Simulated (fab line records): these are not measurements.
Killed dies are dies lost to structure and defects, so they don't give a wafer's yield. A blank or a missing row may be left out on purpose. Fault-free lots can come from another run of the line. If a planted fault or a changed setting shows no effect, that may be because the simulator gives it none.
Code-filled problem report in 8D (eight disciplines) form | flow gf180mcu | the parts of the form that need people (team, actions taken, sign-off) are left out

## 1. PROBLEM STATEMENT
Across 6 wafers from 2 lots, NSD_RS at GF_PSD_RS_MEAS_14 averages 44.84 ohm/sq, while fault-free wafers read 45.94 ohm/sq with a standard deviation of 0.074. That puts it -15 standard deviations away from the usual mean.
The step: measures by four-point-probe.
Seen first at day 19 19:31 on film-metro-01, wafer L158.1. The record has a number at this step for 39 wafers belonging to 13 lots. The rule behind "out" and "out of limits": a value lying over 4 standard deviations away from the usual mean. Any other wafer with a number is counted as sound.

## 2. WHAT IT IS; WHAT IT IS NOT
question                    | is                     | is not
which readings at this step | NSD_RS                 | -
which lots                  | L158, L160             | L147, L148, L149, L150, L151, L164, L165, L167, L168, L169, L170
which wafers of those lots  | all that have a number | -
read on which gauges        | film-metro-01          | film-metro-03, film-metro-04
when                        | from day 19 19:31      | up to then (15 sound wafers); but 18 sound wafers of L164, L165, L167, L168, L169, L170 came after

## 3. THE SUSPECTS, EACH WITH WHAT RULES IT OUT
Counting: a tool stays on the suspect list if, at a process step up to the reading, it processed all lots that are out and no sound lot following the first of them.
- ruled out: the gauge at GF_PSD_RS_MEAS_14. All the wafers that are out were read on film-metro-01, but those of them that GF_PSD_RTA_13 has rows for are out there too, on other tools.
- rtp-anneal-02 at GF_PSD_RTA_13 (time 20 s): ruled out as a lasting fault. The sound lots L169 went through it after L158, its earliest lot that is out (day 19 19:26).
Left after counting: nothing in the record.

## 4. THE CAUSE (what the simulator had put in)
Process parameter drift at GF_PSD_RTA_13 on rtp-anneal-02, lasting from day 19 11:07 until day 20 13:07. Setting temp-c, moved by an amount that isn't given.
The count ruled it out by mistake, since the rule takes a fault to strike every lot its tool runs from the start of the fault on, and this one did not do so.

## 5. THE CHAIN OF EFFECTS, in route order
Each row: a reading where the mean over the struck wafers with a number is more than 3 standard deviations away from the usual. Readings are gone through only where the record gives a usual standard deviation; hours: the median, over the lots, of the time from a lot's start at the first step in this table giving one to that lot's start at this step; sigmas: the change measured in usual standard deviations.
hours | step              | reading          | usual         | on struck wafers | change | sigmas
0     | GF_PSD_RTA_13     | wafer_temp_C_max | 1029.9        | 1036.0           | +6.1   | +5.5
0     | GF_PSD_RS_MEAS_14 | NSD_RS           | 45.94 ohm/sq  | 44.84            | -1.10  | -15
0     | GF_PSD_RS_MEAS_15 | PSD_RS           | 108.54 ohm/sq | 104.74           | -3.80  | -15
Here are the process steps it includes:
- GF_PSD_RTA_13: time 20 s.
At these later measuring or inspecting steps, every struck wafer for which the step has a row has a number for every such reading, and none has moved that far: GF_CONTACT_THK_MEAS_03.

## 6. WHAT WOULD HAVE CAUGHT IT SOONER
The first out-of-limits reading at a measuring or inspecting step in this record came at day 19 19:31, 8 hours after the fault's start at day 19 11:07.
Tool's own readings at GF_PSD_RTA_13, wafer_temp_C_max: out on all struck wafers the step has rows for; an alarm limit on them would have tripped on the first.
